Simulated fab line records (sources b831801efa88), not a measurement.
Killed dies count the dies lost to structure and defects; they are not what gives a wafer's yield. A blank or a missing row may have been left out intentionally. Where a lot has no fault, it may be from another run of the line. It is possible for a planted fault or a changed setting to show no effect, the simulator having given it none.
Chamber matching + flow gf180mcu + GF_V2_ETCH_17 on rie diel-01 has 4 sister chambers
The step etches SiO2 in C4F8/O2/Ar, stops on TiN, target depth 630 nm. 4 wafers are shown with their chamber, then 7 later ones without.

== WAFERS, EACH WITH ITS CHAMBER ==
| wafer  | chamber | oes product au (a.u.) |
|--------|---------|-----------------------|
| L544.2 | 1       | 0.867                 |
| L544.4 | 3       | 0.861                 |
| L546.4 | 0       | 0.862                 |
| L546.5 | 2       | 0.862                 |

== WAFERS WHOSE CHAMBER IS MISSING ==
| wafer  | oes product au (a.u.) |
|--------|-----------------------|
| L546.6 | 0.855                 |
| L550.1 | 0.849                 |
| L550.2 | 0.851                 |
| L550.6 | 0.857                 |
| L551.1 | 0.860                 |
| L551.2 | 0.856                 |
| L551.4 | 0.857                 |

== WHICH CHAMBER EACH WENT THROUGH ==
| wafer  | from the rows above               | in truth |
|--------|-----------------------------------|----------|
| L546.6 | can't be placed: 3 or 0 or 2 or 1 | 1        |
| L550.1 | can't be placed: 3 or 0 or 2 or 1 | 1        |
| L550.2 | can't be placed: 3 or 0 or 2 or 1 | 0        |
| L550.6 | can't be placed: 3 or 0 or 2 or 1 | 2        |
| L551.1 | can't be placed: 3 or 0 or 2 or 1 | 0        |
| L551.2 | can't be placed: 3 or 0 or 2 or 1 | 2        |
| L551.4 | can't be placed: 3 or 0 or 2 or 1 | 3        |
Correctly placed: 0 of 7. Cannot be placed on the basis of these rows: 7; the candidates contain the true chamber in 7. Placed wrongly: 0.
How it was worked out, from the rows above alone: a wafer's distance from a chamber is the root of the sum, over the readings, of the square of ((its reading less the chamber's mean) divided by the reading's scatter). The wafer belongs to the nearest chamber; if the next one is less than 2 further off, it can't be placed. The mean given for a chamber averages the wafers shown for that chamber. The scatter (one wafer shown for each chamber): square how far every hidden wafer sits from the nearest shown wafer, average those squares and take the square root.
